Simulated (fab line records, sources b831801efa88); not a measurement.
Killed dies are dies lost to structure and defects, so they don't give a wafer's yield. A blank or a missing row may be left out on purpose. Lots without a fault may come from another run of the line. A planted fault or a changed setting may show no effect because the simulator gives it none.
Which tool did it? | flow sky130 | 11 lots, 33 wafers sampled, at 5 steps of a route of 708

WHAT THE GAUGES READ, wafer by wafer
SKY_POLY_CUT_OVL_MEAS_09. Usual: POLY_CUT_OVL 4 nm, standard deviation 4.9.
lot  | measured     | on         | POLY_CUT_OVL (nm) | flag
L984 | day 25 12:44 | overlay-01 | -7 -5 4           |
L990 | day 26 19:41 | overlay-02 | 1 1 6             |
L991 | day 27 07:44 | overlay-01 | 4 0 10            |
L997 | day 29 00:08 | overlay-01 | 1 -4 -1           |
L998 | day 29 10:41 | overlay-01 | 10 1 11           |
L101 | day 30 07:08 | overlay-01 | -4 -7 -1          |
L102 | day 30 22:44 | overlay-02 | -1 0 1            |
L103 | day 31 11:56 | overlay-02 | 8 5 3             |
L104 | day 32 07:38 | overlay-02 | 9 4 10            |
L105 | day 33 02:32 | overlay-02 | 3 4 2             |
L106 | day 33 00:08 | overlay-02 | 3 0 4             |

WHICH TOOL RAN EACH LOT (tool, then ch and the chambers of the sampled wafers, then the start)
lot  | SKY_VT_ADJUST_PCH_STRIP_09           | SKY_POLY_GATE_ETCH_16              | SKY_LDD_N_IMPLANT_10            | SKY_LDD_N_STRIP_16
L984 | plasma_asher-02 ch 0,1, day 11 12:44 | rie_diel-02 ch 0,1,2, day 17 10:39 | implanter-01 ch 0, day 18 19:26 | plasma_asher-03 ch 0,1, day 18 20:18
L990 | plasma_asher-02 ch 0,1, day 12 18:33 | rie_diel-03 ch 1,2, day 19 01:23   | implanter-03 ch 0, day 20 10:09 | plasma_asher-02 ch 0,1, day 20 11:03
L991 | plasma_asher-01 ch 0,1, day 12 20:57 | rie_diel-02 ch 0,2, day 19 13:03   | implanter-01 ch 0, day 20 21:46 | plasma_asher-03 ch 0,1, day 20 22:39
L997 | plasma_asher-01 ch 0,1, day 14 18:27 | rie_diel-02 ch 0,2, day 21 10:42   | implanter-01 ch 0, day 22 19:35 | plasma_asher-03 ch 0,1, day 22 20:29
L998 | plasma_asher-03 ch 1, day 15 02:14   | rie_diel-01 ch 0,1,3, day 21 20:59 | implanter-01 ch 0, day 23 05:56 | plasma_asher-03 ch 1, day 23 06:49
L101 | plasma_asher-02 ch 0,1, day 15 23:29 | rie_diel-01 ch 0,1, day 22 20:41   | implanter-01 ch 0, day 24 04:25 | plasma_asher-04 ch 0,1, day 24 05:17
L102 | plasma_asher-02 ch 0,1, day 16 13:35 | rie_diel-01 ch 0,1,3, day 23 11:17 | implanter-03 ch 0, day 24 18:37 | plasma_asher-02 ch 0,1, day 24 19:31
L103 | plasma_asher-01 ch 0,1, day 17 05:55 | rie_diel-01 ch 0,1,3, day 24 02:50 | implanter-03 ch 0, day 25 10:47 | plasma_asher-02 ch 0,1, day 25 11:41
L104 | plasma_asher-02 ch 1, day 18 05:41   | rie_diel-02 ch 1,2,3, day 24 23:19 | implanter-01 ch 0, day 26 07:36 | plasma_asher-04 ch 0, day 26 08:30
L105 | plasma_asher-03 ch 0,1, day 18 19:47 | rie_diel-01 ch 0,2,3, day 25 21:27 | implanter-02 ch 0, day 27 04:43 | plasma_asher-03 ch 0,1, day 27 05:37
L106 | plasma_asher-01 ch 0,1, day 18 20:08 | rie_diel-03 ch 0,1,2, day 25 17:57 | implanter-02 ch 0, day 27 02:13 | plasma_asher-03 ch 0,1, day 27 03:07
- SKY_VT_ADJUST_PCH_STRIP_09: strips in O2/N2.
- SKY_POLY_GATE_ETCH_16: etches Si3N4 in CH3F/O2, stops on poly-Si, time 147.5 s, target depth 75 nm.
- SKY_LDD_N_IMPLANT_10
- SKY_LDD_N_STRIP_16: strips in O2/N2.

WHAT THE TOOLS THEMSELVES READ (means of the sampled wafers that have a number; where no wafer has one, the mark that the record gives instead)
SKY_VT_ADJUST_PCH_STRIP_09. Usual: drypump_motor_current_A 5.6 A, standard deviation 0.46; oes_product_au 0.722 a.u., standard deviation 0.0044; strip_time_to_endpoint_s 36.92 s, standard deviation 0.11.
lot  | tool            | drypump_motor_current_A (A) | oes_product_au (a.u.) | strip_time_to_endpoint_s (s) | flag
L984 | plasma_asher-02 | 5.2                         | 0.722                 | 37.00                        |
L990 | plasma_asher-02 | 5.2                         | 0.724                 | 36.93                        |
L991 | plasma_asher-01 | 5.7                         | 0.723                 | 36.81                        |
L997 | plasma_asher-01 | 5.7                         | 0.721                 | 36.92                        |
L998 | plasma_asher-03 | 5.5                         | 0.720                 | 37.07                        |
L101 | plasma_asher-02 | 5.5                         | 0.721                 | 36.93                        |
L102 | plasma_asher-02 | 5.2                         | 0.724                 | 36.89                        |
L103 | plasma_asher-01 | 5.8                         | 0.725                 | 37.02                        |
L104 | plasma_asher-02 | 4.9                         | 0.722                 | 36.84                        |
L105 | plasma_asher-03 | 6.2                         | 0.727                 | 36.86                        |
L106 | plasma_asher-01 | 5.8                         | 0.723                 | 36.88                        |

SKY_POLY_GATE_ETCH_16. Usual: drypump_motor_current_A 5.6 A, standard deviation 0.47; oes_product_au 0.642 a.u., standard deviation 0.0054; throttle_valve_pct 10.535 %, standard deviation 0.0084.
lot  | tool        | drypump_motor_current_A (A) | oes_product_au (a.u.) | throttle_valve_pct (%) | flag
L984 | rie_diel-02 | 5.9                         | 0.637                 | 10.534                 |
L990 | rie_diel-03 | 5.3                         | 0.640                 | 10.539                 |
L991 | rie_diel-02 | 5.8                         | 0.645                 | 10.538                 |
L997 | rie_diel-02 | 5.8                         | 0.641                 | 10.537                 |
L998 | rie_diel-01 | 5.8                         | 0.642                 | 10.535                 |
L101 | rie_diel-01 | 5.6                         | 0.640                 | 10.537                 |
L102 | rie_diel-01 | 5.8                         | 0.643                 | 10.536                 |
L103 | rie_diel-01 | 5.8                         | 0.642                 | 10.540                 |
L104 | rie_diel-02 | 5.8                         | 0.645                 | 10.540                 |
L105 | rie_diel-01 | 5.7                         | 0.639                 | 10.537                 |
L106 | rie_diel-03 | 5.4                         | 0.644                 | 10.536                 |

SKY_LDD_N_IMPLANT_10. Usual: dose_ions_cm2 7.499e+13, standard deviation 8.6e+10; faraday_current_uA 424, standard deviation 8.8.
lot  | tool         | dose_ions_cm2 | faraday_current_uA | flag
L984 | implanter-01 | 7.504e+13     | 419                |
L990 | implanter-03 | 7.497e+13     | 424                |
L991 | implanter-01 | 7.496e+13     | 434                |
L997 | implanter-01 | 5.465e+13     | 312                | OFF
L998 | implanter-01 | 5.460e+13     | 304                | OFF
L101 | implanter-01 | 5.458e+13     | 302                | OFF
L102 | implanter-03 | 7.499e+13     | 423                |
L103 | implanter-03 | 7.495e+13     | 430                |
L104 | implanter-01 | 7.508e+13     | 418                |
L105 | implanter-02 | 7.509e+13     | 411                |
L106 | implanter-02 | 7.488e+13     | 424                |

SKY_LDD_N_STRIP_16. Usual: drypump_motor_current_A 5.8 A, standard deviation 0.57; oes_product_au 0.406 a.u., standard deviation 0.0047; strip_time_to_endpoint_s 4.308 s, standard deviation 0.014.
lot  | tool            | drypump_motor_current_A (A) | oes_product_au (a.u.) | strip_time_to_endpoint_s (s) | flag
L984 | plasma_asher-03 | 5.8                         | 0.405                 | 4.317                        |
L990 | plasma_asher-02 | 5.4                         | 0.405                 | 4.310                        |
L991 | plasma_asher-03 | 6.2                         | 0.400                 | 4.315                        |
L997 | plasma_asher-03 | 6.1                         | 0.403                 | 4.251                        | OFF
L998 | plasma_asher-03 | 5.5                         | 0.403                 | 4.238                        | OFF
L101 | plasma_asher-04 | 6.1                         | 0.405                 | 4.260                        | OFF
L102 | plasma_asher-02 | 5.4                         | 0.404                 | 4.296                        |
L103 | plasma_asher-02 | 5.2                         | 0.406                 | 4.327                        |
L104 | plasma_asher-04 | 6.4                         | 0.404                 | 4.286                        |
L105 | plasma_asher-03 | 6.2                         | 0.401                 | 4.310                        |
L106 | plasma_asher-03 | 6.2                         | 0.411                 | 4.291                        |

THE ANSWER, worked out from the rows above alone
Rule: a lot is off if the mean of its wafers that have a number lies more than 3 standard deviations from the usual mean. A lot without any number at a reading at which 4 lots or more have one is off too. The other lots that the step has rows for count as sound. The gauges are gone through in route order, then the tools' own readings, and for those a lot's mean is taken as printed above. The first step at which some lot is off is used, and at that step the reading that is off furthest; a lot without a number counts as furthest.
Off: L997, L998, L101, at SKY_LDD_N_IMPLANT_10 (dose_ions_cm2).
A tool fits if, at that step or a process step before it, it ran every lot that is off, and no sound lot after the first of them. None of those tried fits.

WHAT THE SIMULATOR HAD PUT IN
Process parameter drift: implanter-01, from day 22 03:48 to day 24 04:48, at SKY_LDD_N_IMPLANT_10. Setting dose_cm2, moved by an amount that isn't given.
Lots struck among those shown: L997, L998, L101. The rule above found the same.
